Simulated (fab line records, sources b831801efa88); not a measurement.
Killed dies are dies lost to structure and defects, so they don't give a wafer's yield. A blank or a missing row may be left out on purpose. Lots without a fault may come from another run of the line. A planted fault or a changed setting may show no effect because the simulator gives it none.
Tool commonality check | flow sky130 | 11 lots, 33 wafers sampled

WHY IT WAS OPENED
At SKY_LDD_N_TW_MEAS_17 the reading LDD_N_TW is flagged on 3 of 11 lots. Wafers without a fault read 2576, standard deviation 34.
Rule: a lot is flagged when every wafer of it that has a number lies more than 4 standard deviations from that mean, or none has a number. The other lots count as sound.

lot  | measured     | on            | LDD_N_TW, wafer by wafer | flag
L142 | day 20 03:25 | film_metro-02 | 2611 2616 2617           |
L144 | day 20 09:55 | film_metro-04 | 2569 2557 2567           |
L145 | day 20 10:44 | film_metro-02 | 2609 2619 2600           |
L146 | day 20 13:10 | film_metro-04 | 2573 2553 2567           |
L147 | day 20 13:24 | film_metro-02 | 2611 2601 2616           |
L149 | day 20 14:36 | film_metro-02 | 2634 2602 2601           |
L150 | day 20 18:52 | film_metro-01 | 2527 2530 2532           |
L156 | day 27 09:15 | film_metro-01 | 2846 2833 2830           | FLAGGED
L157 | day 27 11:08 | film_metro-04 | 2589 2582 2571           |
L159 | day 27 11:46 | film_metro-04 | 2911 2900 2912           | FLAGGED
L161 | day 27 20:08 | film_metro-01 | 2845 2846 2854           | FLAGGED
The numbers of the flagged lots are 2864 on average: +288 against the usual, or +8 standard deviations.

WHICH TOOL RAN EACH LOT
The record holds 2 process steps before the reading, out of a route of 708 steps. In each cell: the tool, then ch and the chambers that the sampled wafers went through, then the start.
lot  | flag    | SKY_LDD_N_IMPLANT_10            | SKY_LDD_N_STRIP_16
L142 |         | implanter-04 ch 0, day 20 02:26 | plasma_asher-02 ch 0,1, day 20 03:18
L144 |         | implanter-02 ch 0, day 20 08:55 | plasma_asher-01 ch 0,1, day 20 09:49
L145 |         | implanter-04 ch 0, day 20 09:44 | plasma_asher-02 ch 0,1, day 20 10:38
L146 |         | implanter-02 ch 0, day 20 12:11 | plasma_asher-01 ch 0,1, day 20 13:04
L147 |         | implanter-04 ch 0, day 20 12:24 | plasma_asher-02 ch 0,1, day 20 13:18
L149 |         | implanter-04 ch 0, day 20 13:36 | plasma_asher-01 ch 0, day 20 14:30
L150 |         | implanter-04 ch 0, day 20 17:53 | plasma_asher-02 ch 0,1, day 20 18:45
L156 | FLAGGED | implanter-02 ch 0, day 27 08:17 | plasma_asher-01 ch 0,1, day 27 09:10
L157 |         | implanter-03 ch 0, day 27 10:08 | plasma_asher-01 ch 0,1, day 27 11:02
L159 | FLAGGED | implanter-02 ch 0, day 27 10:46 | plasma_asher-02 ch 1, day 27 11:40
L161 | FLAGGED | implanter-02 ch 0, day 27 19:08 | plasma_asher-02 ch 0,1, day 27 20:02
What these steps do:
- SKY_LDD_N_IMPLANT_10
- SKY_LDD_N_STRIP_16: strips in O2/N2.
- SKY_LDD_N_TW_MEAS_17

FLAGGED OVER TOTAL, TOOL BY TOOL (the gauges that took the reading come last)
step                 | tool            | lots run | flagged | share of the flagged lots | sound lots run after its first flagged lot
SKY_LDD_N_IMPLANT_10 | implanter-02    | 5        | 3       | all                       | 0
SKY_LDD_N_IMPLANT_10 | implanter-03    | 1        | 0       | none                      | -
SKY_LDD_N_IMPLANT_10 | implanter-04    | 5        | 0       | none                      | -
SKY_LDD_N_STRIP_16   | plasma_asher-01 | 5        | 1       | some                      | 1 (L157)
SKY_LDD_N_STRIP_16   | plasma_asher-02 | 6        | 2       | some                      | 0
SKY_LDD_N_TW_MEAS_17 | film_metro-01   | 3        | 2       | some                      | 0
SKY_LDD_N_TW_MEAS_17 | film_metro-02   | 4        | 0       | none                      | -
SKY_LDD_N_TW_MEAS_17 | film_metro-04   | 4        | 1       | some                      | 0

WHAT THE TABLE ALLOWS
1 row of the table ran every flagged lot: implanter-02 at SKY_LDD_N_IMPLANT_10.
- implanter-02 at SKY_LDD_N_IMPLANT_10: 3 of its 5 lots flagged. Its last sound lot is L146 (day 20 12:11), its first flagged lot L156 (day 27 08:17): a fault that began between those two fits. Its own readings lie more than 4 standard deviations out on every wafer of the flagged lots: beam_on_s, dose_ions_cm2, faraday_current_uA.
One tool is left: implanter-02 at SKY_LDD_N_IMPLANT_10.

WHAT THE SIMULATOR HAD PUT IN
Process parameter drift: implanter-02, from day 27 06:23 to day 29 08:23, at SKY_LDD_N_IMPLANT_10. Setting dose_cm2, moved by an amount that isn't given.
Lots struck among those shown: L156, L159, L161. The rule above found the same.
